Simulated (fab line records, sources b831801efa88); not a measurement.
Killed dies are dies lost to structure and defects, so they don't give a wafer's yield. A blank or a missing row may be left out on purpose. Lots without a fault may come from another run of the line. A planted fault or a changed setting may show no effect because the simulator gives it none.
fab line records | flow sky130
record lots=7 wafers=21 last_day=50
route steps=708 shown VIA1@470 METAL2@483 PAD_OPEN@708
lots that met no fault: from a run of the same line without faults
start_h: hours from the record's first day to the start of the lot's first wafer shown | wait_h: hours since the lot's step before | " the same as in the row above | L1.1+2: a row that stands for several wafers | - no value, or no start given | * or withheld: withheld | < > ~ a bound
route shown NAME@n: a module of which the file shows steps, and the number in the route of the first | usual: mean/standard deviation of fault-free wafers | same: alike in all rows | chamber/n: place in a boat | sites: the reading at each site | _std_site: their standard deviation | _edge_site: outer sites' mean less inner sites' | radius_mm: how far each site lies from the wafer's centre | mask NAME#n: copy n | behind: the tool/chamber that last shaped the wafer | hold: why the lot was held/for how many hours/how that ended | device: the transistor (n, p or np) that didn't switch | end of line: the same wafers' tests at the end of the route | a step without rows: its recipe alone | killed: dies lost to structure and defects at the first sort, not the wafer's yield | map: a wafer's dies, x killed, . not, _ none there
set.NAME: the setting as run; set.NAME@STEP: as run at that earlier step | model.NAME: the simulator's own value behind a step, which no gauge read
lots at some steps of the route; a table a step, a row a wafer
services: from which hour (start_h, from the record's first day; less than 0 if before it) a tool's chamber was out of use, for how many hours, and why
## steps
# step SKY_VIA1_CD_MEAS_12
# recipe target_cd_nm=150
# usual cd_nm=150.0/1.5
# columns lot.wafer tool chamber start_h wait_h cd_nm
L313.4 cd_sem-01 - 789.81 - 152.4
L313.5 " - " " 152.6
L313.6 " - " " 151.8
L316.3 cd_sem-02 - 819.10 - 150.5
L316.4 " - " " 152.7
L316.6 " - " " 150.8
L323.2 cd_sem-02 - 877.38 - 148.6
L323.3 " - " " 148.2
L323.5 " - " " 146.7
L322.1 cd_sem-02 - 883.30 - 147.3
L322.4 " - " " 149.0
L322.5 " - " " 151.6
L324.1 cd_sem-01 - 891.96 - 147.0
L324.4 " - " " 149.2
L324.5 " - " " 149.2
L326.1 cd_sem-01 - 896.91 - 151.2
L326.4 " - " " 151.6
L326.5 " - " " 149.6
L334.2 cd_sem-01 - 952.90 - 150.6
L334.4 " - " " 151.3
L334.6 " - " " 151.0
# step SKY_VIA1_OVL_MEAS_13
# usual VIA1_OVL=0/6.2
# columns lot.wafer tool chamber start_h wait_h VIA1_OVL[nm]
L313.4 overlay-01 - 789.89 0.1 -1
L313.5 " - " " 3
L313.6 " - " " -4
L316.3 overlay-02 - 819.19 0.1 -10
L316.4 " - " " 1
L316.6 " - " " -5
L323.2 overlay-01 - 877.48 0.1 -4
L323.3 " - " " -5
L323.5 " - " " -2
L322.1 overlay-02 - 883.42 0.1 2
L322.4 " - " " 6
L322.5 " - " " -5
L324.1 overlay-01 - 892.08 0.1 4
L324.4 " - " " 7
L324.5 " - " " 7
L326.1 overlay-02 - 897.03 0.1 -4
L326.4 " - " " -14
L326.5 " - " " -10
L334.2 overlay-02 - 953.00 0.1 -4
L334.4 " - " " -8
L334.6 " - " " 2
# step SKY_VIA1_ETCH_14
# recipe chemistry=N2/H2 target=BARC ion_energy_ev=200 source_w=500 bias_w=100 pressure_mtorr=30 n2_flow_sccm=100 h2_flow_sccm=200 stop_on=SiO2 time_s=45.9 target_depth_a=600
# usual drypump_motor_current_A=5.8/0.38 n2_flow_sccm=100.00/0.3 oes_product_au=0.856/0.0052 throttle_valve_pct=13.224/0.0094
# columns lot.wafer tool chamber start_h wait_h drypump_motor_current_A n2_flow_sccm oes_product_au rf_hours_counter_h throttle_valve_pct
L313.4 rie_diel-04 1 789.91 0.0 6.1 99.98 0.858 8 13.229
L313.5 " 2 " " 6.2 99.75 0.846 - 13.215
L313.6 " 1 " " 6.1 99.82 0.851 - 13.226
L316.3 rie_diel-02 0 819.21 0.0 5.2 99.87 0.853 22 13.208
L316.4 " 3 " " 5.7 99.98 0.845 4 13.231
L316.6 " 1 " " 5.7 99.73 0.856 - 13.218
L323.2 rie_diel-04 1 877.51 0.0 6.1 100.35 0.852 10 13.220
L323.3 " 0 " " 5.8 99.94 0.859 2 13.230
L323.5 " 1 " " 6.1 100.28 0.859 - 13.228
L322.1 rie_diel-03 0 883.46 0.0 5.1 99.95 0.854 5 13.223
L322.4 " 3 " " 5.6 99.92 0.856 22 13.211
L322.5 " 1 " " 6.2 99.90 0.857 - 13.226
L324.1 rie_diel-02 1 892.11 0.0 5.7 100.53 0.856 16 13.245
L324.4 " 0 " " 5.2 99.87 0.863 24 13.234
L324.5 " 0 " " 5.2 100.20 0.862 - 13.208
L326.1 rie_diel-04 0 897.07 0.0 5.8 99.87 0.861 3 13.219
L326.4 " 3 " " 5.7 100.30 0.865 0 13.216
L326.5 " 1 " " 6.1 100.00 0.866 - 13.219
L334.2 rie_diel-03 3 953.03 0.0 5.6 99.96 0.848 23 13.230
L334.4 " 2 " " 5.7 100.20 0.851 15 13.236
L334.6 " 2 " " 5.8 100.49 0.854 - 13.233
# step SKY_VIA1_ETCH_15
# recipe target=SiO2 chemistry=C4F8/O2/Ar target_depth_nm=351 stop_on=TiN mask_material=KrF-thick source_w=1500 bias_w=1200 pressure_mtorr=40 c4f8_flow_sccm=withheld O2_flow_sccm=6 Ar_flow_sccm=300 time_s=54
# usual oes_product_au=0.981/0.0061
# columns lot.wafer tool chamber start_h wait_h oes_product_au rf_hours_counter_h
L313.4 rie_diel-04 1 789.95 0.0 0.972 8
L313.5 " 2 " " 0.978 -
L313.6 " 1 " " 0.982 -
L316.3 rie_diel-02 0 819.26 0.0 0.986 22
L316.4 " 3 " " 0.992 4
L316.6 " 1 " " 0.982 -
L323.2 rie_diel-04 1 877.56 0.0 0.987 10
L323.3 " 0 " " 0.978 2
L323.5 " 1 " " 0.982 -
L322.1 rie_diel-03 0 883.50 0.0 0.981 5
L322.4 " 3 " " 0.982 22
L322.5 " 1 " " 0.984 -
L324.1 rie_diel-02 1 892.16 0.0 1.000 16
L324.4 " 0 " " 0.991 24
L324.5 " 0 " " 0.972 -
L326.1 rie_diel-04 0 897.11 0.0 0.989 3
L326.4 " 3 " " 0.987 0
L326.5 " 1 " " 0.975 -
L334.2 rie_diel-03 3 953.08 0.0 0.975 23
L334.4 " 2 " " 0.987 15
L334.6 " 2 " " 0.990 -
# step SKY_VIA1_STRIP_16
# recipe chemistry=O2/N2 power_w=1400 pressure_mtorr=1500 platen_temp_c=withheld o2_flow_sccm=3000 n2_flow_sccm=300 overash_fraction=0.5
# usual drypump_motor_current_A=5.67/0.23 n2_flow_sccm=300.0/0.88 oes_product_au=0.416/0.0047 strip_time_to_endpoint_s=4.460/0.021
# columns lot.wafer tool chamber start_h wait_h drypump_motor_current_A n2_flow_sccm oes_product_au rf_hours_counter_h strip_time_to_endpoint_s
L313.4 plasma_asher-02 1 790.03 0.1 5.74 299.0 0.418 - 4.458
L313.5 " 0 " " 5.45 300.9 0.419 - 4.441
L313.6 " 1 " " 5.73 298.3 0.414 - 4.454
L316.3 plasma_asher-02 0 819.34 0.1 5.46 299.0 0.406 - 4.447
L316.4 " 1 " " 5.72 300.1 0.412 - 4.445
L316.6 " 1 " " 5.73 300.1 0.409 - 4.441
L323.2 plasma_asher-01 0 877.60 0.0 5.44 299.4 0.420 13 4.450
L323.3 " 1 " " 6.01 299.7 0.421 - 4.434
L323.5 " 0 " " 5.44 300.0 0.408 - 4.448
L322.1 plasma_asher-03 0 883.55 0.0 6.01 300.7 0.416 104 4.446
L322.4 " 1 " " 5.57 299.7 0.413 - 4.462
L322.5 " 0 " " 6.05 301.5 0.411 - 4.486
L324.1 plasma_asher-02 1 892.20 0.0 5.75 298.4 0.416 46 4.450
L324.4 " 1 " " 5.74 299.8 0.421 - 4.460
L324.5 " 1 " " 5.74 298.8 0.420 - 4.499
L326.1 plasma_asher-03 1 897.16 0.0 5.53 299.9 0.413 106 4.451
L326.4 " 0 " " 6.04 300.1 0.416 - 4.414
L326.5 " 1 " " 5.53 300.4 0.406 - 4.428
L334.2 plasma_asher-01 1 953.12 0.0 6.04 301.3 0.416 20 4.458
L334.4 " 1 " " 6.04 300.2 0.417 - 4.446
L334.6 " 1 " " 6.04 298.8 0.415 - 4.440
# step SKY_VIA1_STRIP_17
# recipe chemistry=post_etch_residue_remover time_s=1200 temp_c=72.5
# step SKY_VIA1_CLEAN_18
# recipe chemistry=IPA time_s=180 temp_c=25
# step SKY_VIA1_CLEAN_19
# recipe chemistry=O3/DIW dry=n2_spin
# step SKY_VIA1_SPUTTER_20
# recipe material=TiN target_thk_nm=20 chamber_pressure_pa=5 power_w=4000 time_s=80
# usual throttle_valve_pct=30.4/0.79
# columns lot.wafer tool chamber start_h wait_h throttle_valve_pct
L313.4 pvd_sputter-03 - 790.63 0.0 29.2
L313.5 " - " " 29.3
L313.6 " - " " 29.7
L316.3 pvd_sputter-01 - 819.89 0.0 30.2
L316.4 " - " " 31.5
L316.6 " - " " 31.5
L323.2 pvd_sputter-02 - 878.19 0.0 29.9
L323.3 " - " " 30.7
L323.5 " - " " 30.8
L322.1 pvd_sputter-01 - 884.15 0.0 29.8
L322.4 " - " " 31.7
L322.5 " - " " 29.7
L324.1 pvd_sputter-03 - 892.79 0.0 29.6
L324.4 " - " " 29.9
L324.5 " - " " 29.4
L326.1 pvd_sputter-03 - 897.75 0.0 29.5
L326.4 " - " " 30.1
L326.5 " - " " 29.8
L334.2 pvd_sputter-03 - 953.75 0.0 29.8
L334.4 " - " " 31.3
L334.6 " - " " 29.8
# step SKY_VIA1_CVD_21
# recipe material=W target_thk_nm=270 time_s=80.902 temp_c=400 pressure_torr=40
# step SKY_VIA1_RS_MEAS_22
# recipe thk_meas_gauge=four-point-probe reads=W_of_VIA1_CVD_21+TiN_of_VIA1_SPUTTER_20
# usual VIA1_W_RS=0.433/0.0049
# columns lot.wafer tool chamber start_h wait_h VIA1_W_RS[ohm/sq]
L313.4 film_metro-03 - 790.84 0.1 0.433
L313.5 " - " " 0.433
L313.6 " - " " 0.437
L316.3 film_metro-03 - 820.09 0.1 0.439
L316.4 " - " " 0.439
L316.6 " - " " 0.435
L323.2 film_metro-01 - 878.37 0.1 0.425
L323.3 " - " " 0.425
L323.5 " - " " 0.436
L322.1 film_metro-01 - 884.30 0.1 0.434
L322.4 " - " " 0.430
L322.5 " - " " 0.437
L324.1 film_metro-03 - 892.95 0.1 0.431
L324.4 " - " " 0.437
L324.5 " - " " 0.439
L326.1 film_metro-03 - 897.91 0.1 0.441
L326.4 " - " " 0.435
L326.5 " - " " 0.434
L334.2 film_metro-02 - 953.92 0.1 0.435
L334.4 " - " " 0.434
L334.6 " - " " 0.431
# step SKY_VIA1_THK_MEAS_23
# recipe thk_meas_gauge=xrf reads=W_of_VIA1_CVD_21
# usual VIA1_W_THK=267/3.8
# columns lot.wafer tool chamber start_h wait_h VIA1_W_THK[nm]
L313.4 film_metro-03 - 790.93 0.1 267
L313.5 " - " " 266
L313.6 " - " " 266
L316.3 film_metro-03 - 820.19 0.1 265
L316.4 " - " " 266
L316.6 " - " " 267
L323.2 film_metro-01 - 878.48 0.1 273
L323.3 " - " " 276
L323.5 " - " " 269
L322.1 film_metro-01 - 884.42 0.1 270
L322.4 " - " " 270
L322.5 " - " " 268
L324.1 film_metro-03 - 893.07 0.1 267
L324.4 " - " " 262
L324.5 " - " " 262
L326.1 film_metro-03 - 898.03 0.1 260
L326.4 " - " " 263
L326.5 " - " " 264
L334.2 film_metro-02 - 954.03 0.1 260
L334.4 " - " " 262
L334.6 " - " " 262
# step SKY_VIA1_CMP_24
# recipe stop_on=SiO2 t_overpolish_s=15 down_force_psi=3.5 platen_rpm=60 target_thk_nm=0 pad_velocity_m_s=0.94248
# usual motor_current_A=11.2/1.6 overpolish_run_s=14.999/0.0094 retaining_ring_pressure_frac=1.000/0.0052 t_overpolish_s=15/0 time_to_endpoint_s=64/3.2
# columns lot.wafer tool chamber start_h wait_h motor_current_A overpolish_run_s retaining_ring_pressure_frac t_overpolish_s time_to_endpoint_s
L313.4 cmp-01 2 790.96 0.0 11.2 14.995 1.005 15 60
L313.6 " 2 " " 11.2 15.017 1.003 15 60
L313.5 " 3 " " 10.0 15.018 0.999 15 67
L316.4 cmp-02 3 820.28 0.1 9.7 14.998 1.000 15 62
L316.3 " 1 " " 12.9 15.001 0.991 15 62
L316.6 " 3 " " 10.1 15.009 1.001 15 62
L323.3 cmp-01 1 878.58 0.1 9.2 12.405 1.009 12.379 70
L323.2 " 2 " " 11.3 12.376 1.007 12.379 66
L323.5 " 0 " " 11.5 12.381 0.987 12.379 61
L322.4 cmp-01 2 884.58 0.1 11.0 12.363 1.008 12.379 70
L322.1 " 3 " " 11.2 12.376 0.994 12.379 70
L322.5 " 1 " " 9.2 12.379 0.991 12.379 73
L324.1 cmp-01 3 893.18 0.1 10.7 12.382 0.994 12.379 64
L324.4 " 1 " " 9.2 12.366 1.004 12.379 68
L324.5 " 3 " " 10.4 12.386 0.995 12.379 66
L326.1 cmp-02 2 898.14 0.1 10.4 14.993 0.999 15 56
L326.4 " 3 " " 9.5 15.006 0.999 15 59
L326.5 " 2 " " 10.8 14.992 1.006 15 61
L334.4 cmp-02 3 954.08 0.0 10.3 15.009 0.992 15 63
L334.2 " 0 " " 14.6 14.978 0.997 15 64
L334.6 " 0 " " 13.8 15.007 0.994 15 61
# step SKY_METAL2_SPUTTER_00
# recipe material=Ti target_thk_nm=15 power_w=3000 time_s=10 chamber_pressure_pa=0.4
# usual throttle_valve_pct=30.2/1.1
# columns lot.wafer tool chamber start_h wait_h throttle_valve_pct
L313.4 pvd_sputter-01 - 791.26 0.2 29.8
L313.5 " - " " 29.4
L313.6 " - " " 31.9
L316.3 pvd_sputter-01 - 820.53 0.1 29.5
L316.4 " - " " 31.4
L316.6 " - " " 31.5
L323.2 pvd_sputter-04 - 878.83 0.1 31.2
L323.3 " - " " 27.9
L323.5 " - " " 31.1
L322.1 pvd_sputter-02 - 884.78 0.1 30.2
L322.4 " - " " 30.9
L322.5 " - " " 30.8
L324.1 pvd_sputter-02 - 893.43 0.2 31.3
L324.4 " - " " 30.1
L324.5 " - " " 30.1
L326.1 pvd_sputter-02 - 898.39 0.2 31.1
L326.4 " - " " 30.9
L326.5 " - " " 30.3
L334.2 pvd_sputter-02 - 954.38 0.2 31.0
L334.4 " - " " 30.0
L334.6 " - " " 31.1
# step SKY_PAD_OPEN_PROBE_99
# usual defect_limited_yield=82.5/1.8 killed_at_M0_to_M3=42/6.6 killed_at_M4_up=3.0/1.8 killed_at_contacts=25/5.1 killed_at_front_end=15/4.4 killed_at_other=0.3/0.56 killed_dies=86/8.6 killed_open=47/6.9 killed_short=38/6 sort_bin_3_pad_short=0.8/0.42 sort_bin_5_function=10.6/1.5 sort_bin_6_memory=6.1/1.1 sort_n_pass=406/8.6 sort_yield_pct=82.5/1.8
# same gross_dies=492 killed_at_back_side=0 sort_bin_4_leakage[%]=0 sort_bin_8_speed[%]=0
# columns lot.wafer tool chamber start_h wait_h defect_limited_yield[%] killed_at_M0_to_M3 killed_at_M4_up killed_at_contacts killed_at_front_end killed_at_other killed_dies killed_open killed_short sort_bin_3_pad_short[%] sort_bin_5_function[%] sort_bin_6_memory[%] sort_n_pass sort_yield_pct[%]
L313.4 prober-02 - 1074.68 0.2 85.8 37 3 14 16 0 70 36 32 0.4 8.1 5.7 422 85.8
L313.5 prober-02 - 1074.73 0.2 85.6 33 1 18 17 2 71 38 32 0.8 8.1 5.5 421 85.6
L313.6 prober-02 - 1074.78 0.2 85.6 29 3 22 17 0 71 41 30 0.6 8.3 5.5 421 85.6
L316.3 prober-01 - 1097.67 0.2 81.9 46 2 27 13 1 89 52 37 1.0 11.6 5.5 403 81.9
L316.4 prober-01 - 1097.72 0.2 80.7 57 2 21 15 0 95 57 37 0.6 11.4 7.3 397 80.7
L316.6 prober-01 - 1097.82 0.2 83.9 41 3 18 17 0 79 46 33 0.2 10.0 5.9 413 83.9
L323.2 prober-02 - 1143.58 0.1 82.9 30 2 31 21 0 84 45 39 1.4 11.4 4.3 408 82.9
L323.3 prober-02 - 1143.63 0.2 82.7 45 4 25 11 0 85 47 37 1.6 9.3 6.3 407 82.7
L323.5 prober-02 - 1143.73 0.2 82.1 46 1 30 11 0 88 49 39 1.0 10.8 6.1 404 82.1
L322.1 prober-01 - 1144.61 0.1 81.9 46 2 26 15 0 89 38 51 0.8 12.2 5.1 403 81.9
L322.4 prober-01 - 1144.76 0.2 82.7 41 0 25 17 2 85 43 41 0.8 9.8 6.7 407 82.7
L322.5 prober-01 - 1144.81 0.2 81.7 43 4 27 16 0 90 54 36 0 13.4 4.9 402 81.7
L324.1 prober-01 - 1151.68 0.1 81.7 53 1 29 7 0 90 56 34 0.4 8.9 8.9 402 81.7
L324.4 prober-01 - 1151.83 0.2 84.1 37 2 29 10 0 78 39 39 0.2 10.0 5.7 414 84.1
L324.5 prober-01 - 1151.88 0.2 81.5 43 1 28 18 1 91 58 33 0.6 11.4 6.5 401 81.5
L326.1 prober-01 - 1154.08 0.1 81.7 47 6 17 20 0 90 46 43 0.8 11.2 6.3 402 81.7
L326.4 prober-01 - 1154.23 0.2 82.5 47 4 20 15 0 86 49 36 0.6 10.6 6.3 406 82.5
L326.5 prober-01 - 1154.28 0.2 81.5 58 5 14 12 2 91 45 43 1.2 11.4 5.9 401 81.5
L334.2 prober-01 - 1194.68 0.1 83.5 39 4 25 13 0 81 55 26 0.2 10.2 6.1 411 83.5
L334.4 prober-01 - 1194.78 0.2 81.5 44 3 29 12 3 91 55 36 0 11.8 6.7 401 81.5
L334.6 prober-01 - 1194.88 0.2 82.5 42 2 23 19 0 86 43 43 0.8 11.2 5.5 406 82.5
# killed by level:class
L313.4 FIELD_ISO:geometric_particle:open=6 CONTACT:geometric_particle:open=6 VIA1:geometric_particle:open=6 LI_CONTACT:geometric_particle:open=5 METAL2:geometric_particle:short=5 VIA3:geometric_particle:short=5 METAL1:geometric_particle:short=4 VIA2:geometric_particle:open=4
L313.5 VIA1:geometric_particle:open=10 CONTACT:geometric_particle:open=8 FIELD_ISO:geometric_particle:short=6 POLY_GATE:geometric_particle:open=5 METAL1:geometric_particle:short=5 POLY_GATE:geometric_particle:short=4 LI_CONTACT:geometric_particle:open=4 VIA2:geometric_particle:open=4
L313.6 LI_CONTACT:geometric_particle:open=7 CONTACT:geometric_particle:open=7 VIA1:geometric_particle:open=7 POLY_GATE:geometric_particle:open=5 CONTACT:geometric_particle:short=5 METAL1:geometric_particle:short=5 METAL2:geometric_particle:short=5 VIA3:geometric_particle:open=5
L316.3 CONTACT:geometric_particle:open=10 VIA3:geometric_particle:open=10 VIA2:geometric_particle:open=8 VIA1:geometric_particle:open=7 LI_CONTACT:geometric_particle:open=6 VIA1:geometric_particle:short=5 METAL3:geometric_particle:short=5 LOCAL_INTERCONNECT:geometric_particle:short=4
L316.4 VIA2:geometric_particle:open=14 VIA1:geometric_particle:open=11 VIA3:geometric_particle:open=9 CONTACT:geometric_particle:open=7 POLY_GATE:geometric_particle:open=6 LOCAL_INTERCONNECT:geometric_particle:short=5 METAL2:geometric_particle:short=5 METAL3:geometric_particle:short=5
L316.6 LI_CONTACT:geometric_particle:open=11 VIA1:geometric_particle:open=9 POLY_GATE:geometric_particle:open=6 VIA1:geometric_particle:short=6 VIA2:geometric_particle:open=6 VIA3:geometric_particle:short=6 FIELD_ISO:geometric_particle:open=5 METAL3:geometric_particle:short=4
L323.2 VIA1:geometric_particle:open=10 CONTACT:geometric_particle:open=8 FIELD_ISO:geometric_particle:short=7 CONTACT:geometric_particle:short=7 POLY_GATE:geometric_particle:open=6 POLY_GATE:geometric_particle:short=5 LI_CONTACT:geometric_particle:short=5 LOCAL_INTERCONNECT:geometric_particle:short=5
L323.3 VIA1:geometric_particle:open=11 CONTACT:geometric_particle:open=9 VIA2:geometric_particle:open=7 VIA3:geometric_particle:open=7 LOCAL_INTERCONNECT:geometric_particle:short=5 METAL1:geometric_particle:short=5 POLY_GATE:geometric_particle:short=4 METAL4:geometric_particle:short=4
L323.5 VIA2:geometric_particle:open=11 CONTACT:geometric_particle:open=9 LOCAL_INTERCONNECT:geometric_particle:short=9 VIA1:geometric_particle:short=8 LI_CONTACT:geometric_particle:open=7 VIA1:geometric_particle:open=7 POLY_GATE:geometric_particle:open=6 METAL2:geometric_particle:short=5
L322.1 METAL1:geometric_particle:short=9 CONTACT:geometric_particle:short=7 LI_CONTACT:geometric_particle:open=6 VIA1:geometric_particle:open=6 LOCAL_INTERCONNECT:geometric_particle:short=6 VIA3:geometric_particle:open=6 METAL2:geometric_particle:short=6 CONTACT:geometric_particle:open=5
L322.4 LI_CONTACT:geometric_particle:open=9 VIA2:geometric_particle:open=7 CONTACT:geometric_particle:short=6 VIA1:geometric_particle:open=6 METAL2:geometric_particle:short=6 VIA3:geometric_particle:open=6 FIELD_ISO:geometric_particle:open=5 FIELD_ISO:geometric_particle:short=5
L322.5 VIA1:geometric_particle:open=14 LI_CONTACT:geometric_particle:open=11 VIA3:geometric_particle:open=6 LOCAL_INTERCONNECT:geometric_particle:short=6 CONTACT:geometric_particle:open=6 FIELD_ISO:geometric_particle:short=5 FIELD_ISO:geometric_particle:open=5 VIA2:geometric_particle:short=5
L324.1 LI_CONTACT:geometric_particle:open=15 VIA1:geometric_particle:open=14 VIA3:geometric_particle:open=10 VIA2:geometric_particle:open=6 METAL2:geometric_particle:short=6 CONTACT:geometric_particle:short=5 LOCAL_INTERCONNECT:geometric_particle:short=4 CONTACT:geometric_particle:open=4
L324.4 CONTACT:geometric_particle:open=9 METAL2:geometric_particle:short=7 VIA3:geometric_particle:open=6 LOCAL_INTERCONNECT:geometric_particle:short=6 VIA1:geometric_particle:open=6 LI_CONTACT:geometric_particle:open=5 VIA1:geometric_particle:short=5 VIA2:geometric_particle:open=5
L324.5 CONTACT:geometric_particle:open=17 VIA1:geometric_particle:open=12 VIA3:geometric_particle:open=8 FIELD_ISO:geometric_particle:open=6 VIA2:geometric_particle:short=5 LI_CONTACT:geometric_particle:open=4 VIA1:geometric_particle:short=4 METAL1:geometric_particle:short=4
L326.1 VIA1:geometric_particle:open=8 CONTACT:geometric_particle:open=7 VIA2:geometric_particle:open=7 FIELD_ISO:geometric_particle:open=6 LI_CONTACT:geometric_particle:open=6 VIA1:geometric_particle:short=5 METAL1:geometric_particle:short=5 METAL2:geometric_particle:short=5
L326.4 VIA1:geometric_particle:open=12 CONTACT:geometric_particle:open=9 METAL1:geometric_particle:short=9 VIA1:geometric_particle:short=7 VIA3:geometric_particle:open=7 LI_CONTACT:geometric_particle:open=6 POLY_GATE:geometric_particle:short=5 VIA2:geometric_particle:open=4
L326.5 VIA1:geometric_particle:open=11 CONTACT:geometric_particle:open=7 METAL2:geometric_particle:short=7 VIA1:geometric_particle:short=7 METAL3:geometric_particle:short=7 VIA3:geometric_particle:open=6 VIA2:geometric_particle:open=6 POLY_GATE:geometric_particle:open=5
L334.2 CONTACT:geometric_particle:open=15 VIA1:geometric_particle:open=9 METAL2:geometric_particle:short=9 VIA2:geometric_particle:open=8 LI_CONTACT:geometric_particle:open=5 FIELD_ISO:geometric_particle:short=4 FIELD_ISO:geometric_particle:open=4 VIA3:geometric_particle:open=4
L334.4 CONTACT:geometric_particle:open=11 VIA1:geometric_particle:open=11 VIA2:geometric_particle:open=9 LI_CONTACT:geometric_particle:open=8 POLY_GATE:geometric_particle:open=7 VIA3:geometric_particle:open=6 METAL1:geometric_particle:short=5 LOCAL_INTERCONNECT:geometric_particle:short=4
L334.6 CONTACT:geometric_particle:open=14 VIA2:geometric_particle:open=8 METAL1:geometric_particle:short=6 VIA1:geometric_particle:open=6 VIA1:geometric_particle:short=6 FIELD_ISO:geometric_particle:short=5 CONTACT:geometric_particle:short=5 POLY_GATE:geometric_particle:short=4
## services
# columns tool chamber start_h hours kind
pvd_sputter-02 - 768.60 6.7 repair
cmp-02 - 769.29 1.8 repair
cmp-02 - 775.22 1.1 repair
cmp-01 - 776.88 5.4 pm
pvd_sputter-02 - 792.76 5.5 repair
rie_diel-02 3 824.09 6.3 repair
rie_diel-02 1 829.79 5.2 repair
cmp-01 - 836.99 4.8 pm
pvd_sputter-03 - 856.92 1.0 repair
rie_diel-04 - 872.70 1.5 repair
plasma_asher-03 - 881.01 1.7 repair
rie_diel-04 2 898.37 2.0 repair
cmp-01 - 898.71 1.2 repair
rie_diel-03 - 905.88 0.6 repair
pvd_sputter-02 - 906.10 0.5 repair
rie_diel-04 3 909.89 7.0 repair
cmp-01 - 912.20 4.0 pm
rie_diel-04 1 915.96 9.0 repair
pvd_sputter-03 - 916.19 1.5 repair
cmp-02 - 916.20 6.6 pm
rie_diel-02 0 916.38 5.2 repair
rie_diel-03 3 918.45 7.8 repair
cmp-01 - 923.05 3.1 repair
pvd_sputter-01 - 935.25 5.0 repair
## key
first_sign step=SKY_VIA1_CMP_24 reading=t_overpolish_s direction=down sigmas=99+ usual=15 struck=12.379
effect step=SKY_VIA1_CMP_24 reading=overpolish_run_s direction=down sigmas=99+ usual=14.999 struck=12.379
met_at SKY_VIA1_CMP_24
struck_wafers L322.1,L322.4,L322.5,L323.2,L323.3,L323.5,L324.1,L324.4,L324.5
onset_between 790.96 878.58
fault kind=process_parameter_drift tool=cmp-01 chamber=- onset_h=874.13 steps=SKY_VIA1_CMP_24 channel=t_overpolish_s offset=-2.6208 shape=step end_h=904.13 acts_in=these_recipes_only stated=15
